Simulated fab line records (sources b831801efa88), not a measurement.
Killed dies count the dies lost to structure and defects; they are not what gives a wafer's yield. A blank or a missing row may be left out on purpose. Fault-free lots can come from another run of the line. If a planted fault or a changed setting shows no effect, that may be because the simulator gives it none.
Which tool was responsible? || flow gf180mcu || 12 lots, 36 wafers sampled, at 2 steps of a route of 602

## WHAT EACH GAUGE READ, for each wafer
GF_V3_OVL_MEAS_15.
{"lot": "L469", "measured": "day 22 14:11", "on": "overlay-01", "V3_OVL (nm)": "-4 -1 -2"}
{"lot": "L470", "measured": "day 22 19:46", "on": "overlay-02", "V3_OVL (nm)": "3 0 -4"}
{"lot": "L475", "measured": "day 24 16:22", "on": "overlay-01", "V3_OVL (nm)": "7 0 4"}
{"lot": "L476", "measured": "day 24 22:44", "on": "overlay-01", "V3_OVL (nm)": "-3 -5 -2"}
{"lot": "L477", "measured": "day 25 09:13", "on": "overlay-02", "V3_OVL (nm)": "-3 2 -3"}
{"lot": "L478", "measured": "day 25 11:58", "on": "overlay-02", "V3_OVL (nm)": "7 2 12"}
{"lot": "L481", "measured": "day 26 19:40", "on": "overlay-01", "V3_OVL (nm)": "5 5 -1"}
{"lot": "L482", "measured": "day 26 23:52", "on": "overlay-01", "V3_OVL (nm)": "-5 -5 -10"}
{"lot": "L483", "measured": "day 27 12:19", "on": "overlay-01", "V3_OVL (nm)": "-8 -9 -2"}
{"lot": "L485", "measured": "day 27 23:40", "on": "overlay-01", "V3_OVL (nm)": "5 0 -3"}
{"lot": "L491", "measured": "day 29 09:46", "on": "overlay-02", "V3_OVL (nm)": "-2 -3 -7"}
{"lot": "L492", "measured": "day 29 19:17", "on": "overlay-01", "V3_OVL (nm)": "-7 -7 -10"}

GF_MIM_RS_MEAS_10: the measuring method here is four-point-probe.
{"lot": "L469", "measured": "day 24 17:43", "on": "film-metro-02", "MIM_ALCU_RS (ohm/sq)": "0.1594 0.1597 0.1591"}
{"lot": "L470", "measured": "day 24 21:18", "on": "film-metro-04", "MIM_ALCU_RS (ohm/sq)": "0.1630 0.1643 0.1637"}
{"lot": "L475", "measured": "day 26 15:39", "on": "film-metro-04", "MIM_ALCU_RS (ohm/sq)": "0.1611 0.1610 0.1593"}
{"lot": "L476", "measured": "day 26 22:08", "on": "film-metro-03", "MIM_ALCU_RS (ohm/sq)": "0.1607 0.1570 0.1600"}
{"lot": "L477", "measured": "day 27 10:40", "on": "film-metro-02", "MIM_ALCU_RS (ohm/sq)": "0.1609 0.1585 0.1590"}
{"lot": "L478", "measured": "day 27 11:01", "on": "film-metro-02", "MIM_ALCU_RS (ohm/sq)": "0.1629 0.1638 0.1595"}
{"lot": "L481", "measured": "day 28 16:29", "on": "film-metro-03", "MIM_ALCU_RS (ohm/sq)": "0.1619 0.1603 0.1587"}
{"lot": "L482", "measured": "day 28 20:45", "on": "film-metro-02", "MIM_ALCU_RS (ohm/sq)": "0.1600 0.1591 0.1590"}
{"lot": "L483", "measured": "day 29 08:29", "on": "film-metro-04", "MIM_ALCU_RS (ohm/sq)": "0.1576 0.1595 0.1593"}
{"lot": "L485", "measured": "day 29 19:34", "on": "film-metro-04", "MIM_ALCU_RS (ohm/sq)": "0.1598 0.1564 0.1597"}
{"lot": "L491", "measured": "day 31 03:29", "on": "film-metro-02", "MIM_ALCU_RS (ohm/sq)": "0.1593 0.1602 0.1602"}
{"lot": "L492", "measured": "day 31 11:40", "on": "film-metro-02", "MIM_ALCU_RS (ohm/sq)": "0.1593 0.1600 0.1560"}

## WHAT TOOL EACH LOT RAN ON (gives the tool, then ch and the chambers of the sampled wafers, and finally the start)
No process step before these readings appears in the record.

## WHAT THE TOOLS THEMSELVES READ (means of the sampled wafers that have a number; where no wafer has one, the mark that the record gives instead)
The record holds no such reading with a usual standard deviation.

## THE ANSWER, worked out from the rows above alone
Rule: usual is defined by the lots themselves. The widest of any qualifying gaps counts: lots, ordered by their means at a reading, are off when they make up no more than a third of the lots, leave a main group of 4 or more, and stand apart from it by 3 or more times the standard deviation of that group's means. If all means in a main group match to the digits the tables above print for the reading, that group is not used. A lot without any number at a reading at which 4 lots or more have one is off too. Where the step has rows for the other lots, those lots are counted as sound. The gauges are gone through in route order, then the tools' own readings, and for those a lot's mean is taken as printed above. At the first step where some lot is off, the reading lying furthest off is the one used; lots without a number count as furthest.
Nothing can be told from this: no lot is off at any reading shown.

## WHAT HAD BEEN PUT IN BY THE SIMULATOR
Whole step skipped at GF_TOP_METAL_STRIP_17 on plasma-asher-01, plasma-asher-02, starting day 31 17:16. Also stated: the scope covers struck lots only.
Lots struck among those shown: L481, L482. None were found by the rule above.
